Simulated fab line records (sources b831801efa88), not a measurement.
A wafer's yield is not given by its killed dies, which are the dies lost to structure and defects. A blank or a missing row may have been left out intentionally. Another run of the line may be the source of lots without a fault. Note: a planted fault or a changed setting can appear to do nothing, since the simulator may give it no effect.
A struck lot beside a sound one | flow sky130 | 18 steps out of a route of 708
Sound: the wafers L603.1, L603.3, L603.5. Struck: wafers L608.3, L608.5, L608.6. Last of all comes the cause.
Each step with rows lists, per side, the tool, then ch with its chambers, then its first start. Under that, the readings that differ: sound wafers | struck wafers | difference of the means | sigmas: that difference in standard deviations of wafers without a fault.
alike: same words and numbers on both sides, and readings whose means sit less than 2 such deviations apart. not compared: any withheld reading, any reading some wafer has no value for, any bound like >300 that may hide the same value, and any number with overlapping values for which the record gives no deviation.
The two part at a step that has a row with sigmas, a row that says differs or no value, or rows on one side only. Non-overlapping numbers with no deviation appear without sigmas and do not part them. A reading that every wafer of one side lacks parts them only if that side has two wafers or more.

first, 1 step without rows for these wafers: SKY_VT_ADJUST_PCH_IMPLANT_08.
SKY_VT_ADJUST_PCH_STRIP_09: strips in O2/N2.
  sound on plasma_asher-01 ch 0,1, day 10 22:07; struck on plasma_asher-04 ch 0,1, day 12 17:04
  alike: drypump_motor_current_A, oes_product_au, strip_time_to_endpoint_s
  not compared: rf_hours_counter_h
SKY_VT_ADJUST_PCH_TW_MEAS_10:
  struck on film_metro-01, day 12 17:08; sound on film_metro-04, day 10 22:13
  alike: VT_ADJUST_PCH_TW
then, 7 steps without rows for these wafers: SKY_SONOS_TUNNEL_DEHYDRATE_00 (time 60 s); SKY_SONOS_TUNNEL_HMDS_01 (prime time 60 s); SKY_SONOS_TUNNEL_COAT_02 (resist thk 1140 nm); SKY_SONOS_TUNNEL_SOFTBAKE_03 (time 60 s); SKY_SONOS_TUNNEL_EXPOSE_04 (exposes mask TUNM, target cd 410 nm); SKY_SONOS_TUNNEL_PEB_05; SKY_SONOS_TUNNEL_DEVELOP_06 (develop time 60 s).
SKY_SONOS_TUNNEL_CD_MEAS_07: the cd target is 410 nm.
  struck on cd_sem-01, day 13 18:53; sound on cd_sem-01, day 11 20:22
  alike: cd_nm
SKY_SONOS_TUNNEL_OVL_MEAS_08:
  struck on overlay-02, day 13 18:58; sound on overlay-01, day 11 20:29
  alike: SONOS_TUNNEL_OVL
SKY_SONOS_TUNNEL_IMPLANT_09:
  sound on implanter-02 ch 0, day 11 20:31; struck on implanter-02 ch 0, day 13 19:02
  reading                   | sound             | struck            | difference | sigmas
  implant_ion_amu           | 11 11 11          | 49 49 49          | +38        |
  model.implant.rp_nm (nm)  | 66.92 66.92 66.92 | 17.69 17.69 17.69 | -49.23     |
  model.implant.drp_nm (nm) | 28.34 28.34 28.34 | 9.752 9.752 9.752 | -18.588    |
then, 2 steps without rows for these wafers: SKY_SONOS_TUNNEL_WET_ETCH_10 (etches SiO2 in dHF, target depth 14 nm, time 280 s); SKY_SONOS_TUNNEL_STRIP_11 (strips in SPM, time 600 s).
SKY_SONOS_TUNNEL_TW_MEAS_12:
  struck on film_metro-03, day 13 19:26; sound on film_metro-02, day 11 20:56
  reading         | sound             | struck            | difference | sigmas
  SONOS_TUNNEL_TW | 197.8 199.2 199.5 | 294.5 295.9 295.6 | +96.5      | +74
then, 1 step without rows for these wafers: SKY_SONOS_TUNNEL_CLEAN_13 (cleans in dHF, time 20 s).
-- the record jumps here: 34 days lie between the struck wafers' starts before and after (it left off in module SONOS_TUNNEL and takes up again in module PAD_OPEN, whose first step shown is number 708 of the route) --
SKY_PAD_OPEN_PROBE_99:
  struck on prober-02, day 47 20:17; sound on prober-02, day 46 07:17
  reading                                     | sound                | struck               | difference | sigmas
  model.etest.sonos_programmed.off_log10_a_um | -13.87 -13.89 -13.91 | -12.25 -12.52 -12.97 | +1.31      |
  alike: killed_at_M0_to_M3, killed_at_M4_up, killed_at_contacts, killed_at_front_end, killed_at_other, killed_dies, killed_open, killed_short

WHERE THEY PART
At SKY_SONOS_TUNNEL_TW_MEAS_12 and nowhere else, as far as this record goes. Later steps at which nothing parts them and some readings are alike: SKY_PAD_OPEN_PROBE_99.

WHY: the cause the simulator had injected
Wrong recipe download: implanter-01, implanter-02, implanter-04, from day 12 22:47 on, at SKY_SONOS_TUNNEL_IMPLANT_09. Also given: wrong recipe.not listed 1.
